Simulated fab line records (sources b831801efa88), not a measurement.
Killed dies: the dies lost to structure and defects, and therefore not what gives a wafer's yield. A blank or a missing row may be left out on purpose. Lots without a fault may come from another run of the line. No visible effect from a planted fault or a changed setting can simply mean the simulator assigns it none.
Which tool was responsible? + flow sfq-line + 42 wafers from 14 lots sampled at 5 of the route's 325 steps

WHAT EACH GAUGE READ, for each wafer
SFQ_M4_OVL_MEAS_926. Usual: for M4_OVL the level is 0 nm and the standard deviation is 6.3.
| lot  | measured     | on         | M4_OVL (nm) | flag |
|------|--------------|------------|-------------|------|
| L930 | day 46 03:34 | overlay-01 | -15 -6 -3   |      |
| L932 | day 46 07:05 | overlay-02 | -5 -8 -13   |      |
| L933 | day 46 08:17 | overlay-02 | 4 1 1       |      |
| L936 | day 46 11:53 | overlay-02 | -2 -7 -1    |      |
| L938 | day 47 01:52 | overlay-02 | -7 -7 4     |      |
| L939 | day 48 02:52 | overlay-01 | -5 -11 -11  |      |
| L941 | day 56 09:58 | overlay-02 | 5 -1 5      |      |
| L942 | day 57 02:45 | overlay-01 | 10 12 10    |      |
| L943 | day 58 12:28 | overlay-01 | -4 -3 1     |      |
| L944 | day 58 20:52 | overlay-01 | 1 -1 -8     |      |
| L946 | day 59 06:27 | overlay-01 | 7 0 5       |      |
| L948 | day 59 16:03 | overlay-02 | 12 15 13    |      |
| L949 | day 59 17:16 | overlay-01 | 12 9 1      |      |
| L950 | day 59 19:40 | overlay-02 | 1 -1 1      |      |

SFQ_R5_OVL_MEAS_935. Usual: for R5_OVL the level is 0 nm and the standard deviation is 5.9.
| lot  | measured     | on         | R5_OVL (nm) | flag |
|------|--------------|------------|-------------|------|
| L930 | day 62 00:32 | overlay-01 | 6 8 9       |      |
| L932 | day 62 05:20 | overlay-01 | 0 -2 3      |      |
| L933 | day 62 08:56 | overlay-02 | -7 -5 -9    |      |
| L936 | day 62 20:56 | overlay-02 | -2 -12 -7   |      |
| L938 | day 63 05:29 | overlay-01 | 0 -5 -1     |      |
| L939 | day 63 09:04 | overlay-01 | -3 2 -3     |      |
| L941 | day 63 18:40 | overlay-02 | 3 -2 7      |      |
| L942 | day 63 22:16 | overlay-02 | -8 -7 -8    |      |
| L943 | day 64 03:05 | overlay-02 | -3 -7 -4    |      |
| L944 | day 64 06:40 | overlay-02 | -1 1 -1     |      |
| L946 | day 64 14:17 | overlay-02 | 6 1 0       |      |
| L948 | day 64 22:47 | overlay-01 | 1 -5 -8     |      |
| L949 | day 64 23:59 | overlay-01 | -2 -2 2     |      |
| L950 | day 65 07:11 | overlay-01 | 15 16 13    |      |

WHAT TOOL EACH LOT RAN ON (gives the tool, then ch and the chambers of the sampled wafers, and finally the start)
| lot  | SFQ_TRILAYER_JJ_TRILAYER_DEP_SPUTTER_110 | SFQ_TRILAYER_JJ_CE_LITHO_EXPOSE_115 | SFQ_TRILAYER_JJ_CE_METRO_MEASURE_117 |
|------|------------------------------------------|-------------------------------------|--------------------------------------|
| L930 | pvd-sputter-04, day 51 09:52             | krf-scanner-02 ch 0, day 52 02:28   | cd-sem-01, day 52 03:59              |
| L932 | pvd-sputter-04, day 51 13:52             | krf-scanner-02 ch 0, day 52 06:16   | cd-sem-01, day 52 07:47              |
| L933 | pvd-sputter-03, day 51 15:40             | krf-scanner-02 ch 0, day 52 07:16   | cd-sem-02, day 52 08:47              |
| L936 | pvd-sputter-03, day 51 21:04             | krf-scanner-02 ch 0, day 52 11:04   | cd-sem-01, day 52 12:35              |
| L938 | pvd-sputter-03, day 51 23:28             | krf-scanner-02 ch 0, day 52 14:52   | cd-sem-01, day 52 16:23              |
| L939 | pvd-sputter-04, day 52 01:27             | krf-scanner-02 ch 0, day 52 15:40   | cd-sem-02, day 52 17:11              |
| L941 | pvd-sputter-04, day 57 02:43             | krf-scanner-02 ch 0, day 58 02:08   | cd-sem-01, day 58 03:41              |
| L942 | pvd-sputter-04, day 58 05:43             | krf-scanner-02 ch 0, day 58 13:52   | cd-sem-02, day 58 15:25              |
| L943 | pvd-sputter-04, day 58 21:16             | krf-scanner-02 ch 0, day 59 00:34   | cd-sem-02, day 59 02:05              |
| L944 | pvd-sputter-06, day 59 05:35             | krf-scanner-02 ch 0, day 59 07:50   | cd-sem-01, day 59 09:22              |
| L946 | pvd-sputter-04, day 59 16:34             | krf-scanner-02 ch 0, day 59 18:35   | cd-sem-01, day 59 20:08              |
| L948 | pvd-sputter-06, day 60 01:26             | krf-scanner-02 ch 0, day 60 03:50   | cd-sem-02, day 60 05:22              |
| L949 | pvd-sputter-03, day 60 03:50             | krf-scanner-02 ch 0, day 60 07:38   | cd-sem-01, day 60 09:10              |
| L950 | pvd-sputter-04, day 60 07:36             | krf-scanner-02 ch 0, day 60 11:14   | cd-sem-02, day 60 12:46              |
- SFQ_TRILAYER_JJ_TRILAYER_DEP_SPUTTER_110: material Al, target thk 8 nm, time 10 s.
- SFQ_TRILAYER_JJ_CE_LITHO_EXPOSE_115: exposes mask J5, target cd 700 nm.
- SFQ_TRILAYER_JJ_CE_METRO_MEASURE_117

WHAT THE TOOLS THEMSELVES READ (means of the sampled wafers that have a number; where no wafer has one, the mark that the record gives instead)
SFQ_TRILAYER_JJ_TRILAYER_DEP_SPUTTER_110. Usual: throttle-valve-pct 30.2 %, standard deviation 1.3.
| lot  | tool           | throttle-valve-pct (%) | flag |
|------|----------------|------------------------|------|
| L930 | pvd-sputter-04 | 31.3                   |      |
| L932 | pvd-sputter-04 | 31.0                   |      |
| L933 | pvd-sputter-03 | 29.7                   |      |
| L936 | pvd-sputter-03 | 29.8                   |      |
| L938 | pvd-sputter-03 | 29.6                   |      |
| L939 | pvd-sputter-04 | 31.2                   |      |
| L941 | pvd-sputter-04 | 30.1                   |      |
| L942 | pvd-sputter-04 | 30.2                   |      |
| L943 | pvd-sputter-04 | 31.0                   |      |
| L944 | pvd-sputter-06 | 31.1                   |      |
| L946 | pvd-sputter-04 | 30.0                   |      |
| L948 | pvd-sputter-06 | 30.0                   |      |
| L949 | pvd-sputter-03 | 29.2                   |      |
| L950 | pvd-sputter-04 | 31.3                   |      |

SFQ_TRILAYER_JJ_CE_METRO_MEASURE_117. Usual: cd-nm 699.9 nm, standard deviation 1.4.
| lot  | tool      | cd-nm (nm) | flag |
|------|-----------|------------|------|
| L930 | cd-sem-01 | 698.1      |      |
| L932 | cd-sem-01 | 697.0      |      |
| L933 | cd-sem-02 | 699.4      |      |
| L936 | cd-sem-01 | 698.1      |      |
| L938 | cd-sem-01 | 696.1      |      |
| L939 | cd-sem-02 | 698.2      |      |
| L941 | cd-sem-01 | 699.3      |      |
| L942 | cd-sem-02 | 698.7      |      |
| L943 | cd-sem-02 | 699.8      |      |
| L944 | cd-sem-01 | 700.5      |      |
| L946 | cd-sem-01 | 697.5      |      |
| L948 | cd-sem-02 | 699.3      |      |
| L949 | cd-sem-01 | 701.0      |      |
| L950 | cd-sem-02 | 698.4      |      |

THE ANSWER, worked out from the rows above alone
Rule: a lot is off if the mean of its wafers that have a number lies more than 3 standard deviations from the usual mean. Also off: a lot with no number at a reading for which 4 or more lots have one. Where the step has rows for the other lots, those lots are counted as sound. First the gauges in route order, then the tools' own readings, where a lot's mean is used as printed above. The first step at which some lot is off is used, and at that step the reading that is off furthest; a lot without a number counts as furthest.
None of the lots is off at any reading shown; this tells nothing.

WHAT HAD BEEN PUT IN BY THE SIMULATOR
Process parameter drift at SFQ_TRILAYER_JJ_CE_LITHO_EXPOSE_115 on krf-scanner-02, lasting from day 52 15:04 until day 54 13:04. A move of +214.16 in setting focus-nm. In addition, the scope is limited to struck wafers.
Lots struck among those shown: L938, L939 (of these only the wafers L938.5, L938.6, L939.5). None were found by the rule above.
